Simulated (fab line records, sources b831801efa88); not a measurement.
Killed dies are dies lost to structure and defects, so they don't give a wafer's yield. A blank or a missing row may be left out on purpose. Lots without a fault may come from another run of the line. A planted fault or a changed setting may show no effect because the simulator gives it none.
A struck lot beside a sound one | flow gf180mcu | 18 steps out of a route of 602
Sound: wafers L358.4, L358.5, L358.6. Struck: wafers L349.2, L349.3, L349.5. The cause comes at the end.
At each step with rows: each side's tool, then ch and its chambers, then its first start. Under that, the readings that differ: sound wafers | struck wafers | difference of the means | sigmas: that difference in standard deviations of wafers without a fault.
alike: readings whose means differ by less than 2 such deviations, and words and numbers that are the same on both sides. not compared: withheld readings, readings that some wafer has no value for, bounds like >300 that may hide the same value, and numbers for which the record gives no deviation and whose values overlap.
The two part at a step that has a row with sigmas, a row that says differs or no value, or rows on one side only. Numbers that don't overlap but have no deviation are shown without sigmas and don't part them. A reading that every wafer of one side lacks parts them only if that side has two wafers or more.

first, 3 steps without rows for these wafers: GF_V3_EXPOSE_11 (exposes mask Via3, target cd 260 nm); GF_V3_PEB_12 (peb time 90 s); GF_V3_DEVELOP_13 (develop time 60 s).
GF_V3_CD_MEAS_14: target cd 260 nm.
  sound on cd_sem-02, day 27 09:28; struck on cd_sem-01, day 24 03:41
  alike: cd_nm
GF_V3_OVL_MEAS_15:
  sound on overlay-02, day 27 09:33; struck on overlay-01, day 24 03:47
  reading     | sound      | struck  | difference | sigmas
  V3_OVL (nm) | -14 -7 -23 | -4 13 5 | +19        | +3
GF_V3_ETCH_16: etches BARC in N2/H2.
  sound on rie_diel-04 ch 0,1,3, day 27 09:34; struck on rie_diel-03 ch 0,1,3, day 24 03:49
  alike: drypump_motor_current_A, oes_product_au, throttle_valve_pct
GF_V3_ETCH_17: etches SiO2 in C4F8/O2/Ar, stops on TiN, target depth 635 nm.
  sound on rie_diel-04 ch 0,1,3; struck on rie_diel-03 ch 0,1,3
  alike: oes_product_au
GF_V3_STRIP_18: strips in O2/N2.
  sound on plasma_asher-03 ch 0,1, day 27 09:44; struck on plasma_asher-01 ch 0,1, day 24 03:57
  alike: drypump_motor_current_A, heater_power_w, oes_product_au
  not compared: rf_hours_counter_h
then, 2 steps without rows for these wafers: GF_V3_STRIP_19 (strips in post etch residue remover, time 1200 s); GF_V3_CLEAN_20 (cleans in DIW).
GF_V3_SPUTTER_21: material Ti, target thk 15 nm, time 80.02 s.
  sound on pvd_sputter-01, day 27 10:14; struck on pvd_sputter-02, day 24 04:33
  alike: throttle_valve_pct
GF_V3_SPUTTER_22: material TiN, target thk 10 nm, time 40 s.
  sound on pvd_sputter-01, day 27 10:17; struck on pvd_sputter-02, day 24 04:37
  alike: throttle_valve_pct
GF_V3_CVD_23: deposits W, target thk 350 nm, time 104.9 s.
  sound on cvd_w-01 ch 0,1, day 27 10:22; struck on cvd_w-01 ch 0,1, day 24 04:39
  reading                          | sound             | struck            | difference | sigmas
  model.W_of_V3_CVD_23.thk_nm (nm) | 349.5 351.3 346.9 | 248.5 239.3 246.9 | -104.3     |
  alike: heater_power_w
  not compared: since_wet_clean_h
GF_V3_RS_MEAS_24: measures by four-point-probe.
  sound on film_metro-02, day 27 10:30; struck on film_metro-02, day 24 04:47
  reading          | sound             | struck            | difference | sigmas
  V3_W_RS (ohm/sq) | 0.328 0.326 0.330 | 0.464 0.481 0.467 | +0.143     | +24
GF_V3_THK_MEAS_25: measures by xrf.
  sound on film_metro-02, day 27 10:35; struck on film_metro-02, day 24 04:53
  reading       | sound       | struck      | difference | sigmas
  V3_W_THK (nm) | 356 357 352 | 251 242 250 | -107       | -14
GF_V3_CMP_26: polishes, stops on SiO2, t overpolish 15 s, target thk 0 nm.
  sound on cmp-01 ch 0,1,3, day 27 10:46; struck on cmp-02 ch 0,1,3, day 24 05:02
  reading                | sound    | struck   | difference | sigmas
  time_to_endpoint_s (s) | 86 83 87 | 61 57 58 | -27        | -9
  alike: motor_current_A
then, 1 step without rows for these wafers: GF_M4_SPUTTER_00 (material Ti, target thk 37.5 nm, time 145 s).
GF_PASSIVATION_PROBE_99:
  the record has rows for the sound wafers here (prober-01, day 33 05:12) and none for the struck ones

WHERE THEY PART
First at GF_V3_OVL_MEAS_15; last, within this record, at GF_PASSIVATION_PROBE_99.

WHY: what the simulator had put in
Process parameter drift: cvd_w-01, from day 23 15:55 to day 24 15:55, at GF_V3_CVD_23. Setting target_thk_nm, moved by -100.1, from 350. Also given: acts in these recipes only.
